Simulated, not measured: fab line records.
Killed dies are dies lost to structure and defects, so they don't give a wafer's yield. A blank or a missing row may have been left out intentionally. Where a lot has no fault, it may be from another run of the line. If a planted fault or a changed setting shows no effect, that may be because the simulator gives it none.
Split-lot study -- flow sky130 -- on a route of 708 steps: 5 lots, 23 wafers read

SPLIT DETAILS
At SKY_METAL1_SPUTTER_02 (material AlCu, target thk 250 nm, time 13.3 s), the setting time s was moved away from the recipe's 13.3 s on 11 of the 23 wafers read, by -5.6% to +13.8%. This setting was run at the recipe's value on the other wafers.

FROM THE SPLIT TO THE READING: what the file shows between them, 3 steps
- SKY_METAL1_SPUTTER_03: material Ti, target thk 5 nm, time 3.3 s
- SKY_METAL1_SPUTTER_04: material TiN, target thk 70 nm, time 58.3 s
- SKY_METAL1_RS_MEAS_05: measures by four-point-probe

THE READING
METAL1_ALCU_THK, in nm, at SKY_METAL1_THK_MEAS_06 (measures by xrf). On this fab line, fault-free wafers typically give 248.9 nm with a standard deviation of 2.8 nm.

wafer,"tool, chamber at the split","time s as run, s",against the recipe,"METAL1_ALCU_THK, nm",against lot-mates on the recipe
L077.1,"pvd sputter-04, -",13.3,recipe,249.5,-
L077.2,"pvd sputter-04, -",14.87,+11.8%,279.6,+29.2
L077.3,"pvd sputter-04, -",14.87,+11.8%,280.8,+30.4
L077.5,"pvd sputter-04, -",13.3,recipe,251.4,-
L077.6,"pvd sputter-04, -",14.87,+11.8%,279.0,+28.6
L080.2,"pvd sputter-02, -",13.3,recipe,247.9,-
L080.4,"pvd sputter-02, -",13.3,recipe,253.2,-
L080.5,"pvd sputter-02, -",13.3,recipe,250.3,-
L082.1,"pvd sputter-03, -",13.3,recipe,251.3,-
L082.3,"pvd sputter-03, -",13.3,recipe,247.9,-
L082.4,"pvd sputter-03, -",12.55,-5.6%,228.7,-20.4
L082.5,"pvd sputter-03, -",13.3,recipe,248.1,-
L082.6,"pvd sputter-03, -",12.55,-5.6%,231.2,-17.9
L084.1,"pvd sputter-02, -",15.14,+13.8%,280.5,+34.6
L084.2,"pvd sputter-02, -",13.3,recipe,246.6,-
L084.3,"pvd sputter-02, -",15.14,+13.8%,283.3,+37.4
L084.5,"pvd sputter-02, -",13.3,recipe,245.3,-
L084.6,"pvd sputter-02, -",15.14,+13.8%,283.4,+37.4
L085.1,"pvd sputter-02, -",13.3,recipe,247.1,-
L085.2,"pvd sputter-02, -",13.3,recipe,243.8,-
L085.3,"pvd sputter-02, -",14.49,+8.9%,270.3,+24.9
L085.4,"pvd sputter-02, -",14.49,+8.9%,269.6,+24.2
L085.5,"pvd sputter-02, -",14.49,+8.9%,271.7,+26.2

THE FIT
A straight line over all 23 wafers: METAL1_ALCU_THK changes by +2.61 nm for each +1% of time s; r = +0.99; the points scatter about the line by 2.5 nm.
The same after taking each lot's own level away (the mean of its wafers on the recipe; 23 wafers): +2.7 nm for each +1%; r = +0.99; scatter 2 nm.
On that fit, the largest move of time s shifts the reading by 37 nm.
The lots' own levels span 245.45 to 250.47 nm, that is 1.8 times the standard deviation above.
So the lot-to-lot level changes the slope little: the two slopes agree.
Check: with one of the wafers moved furthest among these (+13.8%) left out of the fit, the line predicts +37.1 nm for it against its lot-mates. It came out at +34.6 nm against them.

THESE WAFERS: OTHER SPLITS
Note: prior to the reading, these wafers also went through further splits. Each is held against what the fit with the lots' levels taken away leaves over:
other split on the same wafers,wafers away from the commonest value,r with METAL1_ALCU_THK (lot level and that fit taken away)
SKY_LOCAL_INTERCONNECT_COAT_06 spin rpm,8,-0.21
SKY_CONTACT_COAT_09 resist thk nm,7,+0.07
SKY_CONTACT_DEVELOP_13 develop time s,10,+0.14

THE WHOLE CHAIN: every reading that the file lists as answering this split, in the file's order
step,what it does,reading,change (the file's fit),r (the file's)
SKY_METAL1_SPUTTER_02,"material AlCu, target thk 250 nm, time 13.3 s","AlCu_of_METAL1_SPUTTER_02.thk nm (the simulator's own value, which no gauge read)",+2.63 nm for each +1% of the setting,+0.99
SKY_METAL1_RS_MEAS_05,measures by four-point-probe,METAL1_ALCU_RS,-0.00127 for each +1% of the setting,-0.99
SKY_METAL1_THK_MEAS_06,measures by xrf,METAL1_ALCU_THK,+2.67 for each +1% of the setting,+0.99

FILE'S OWN FIT
METAL1_ALCU_THK changes by +2.67 nm for each +1% of time s, r = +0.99.
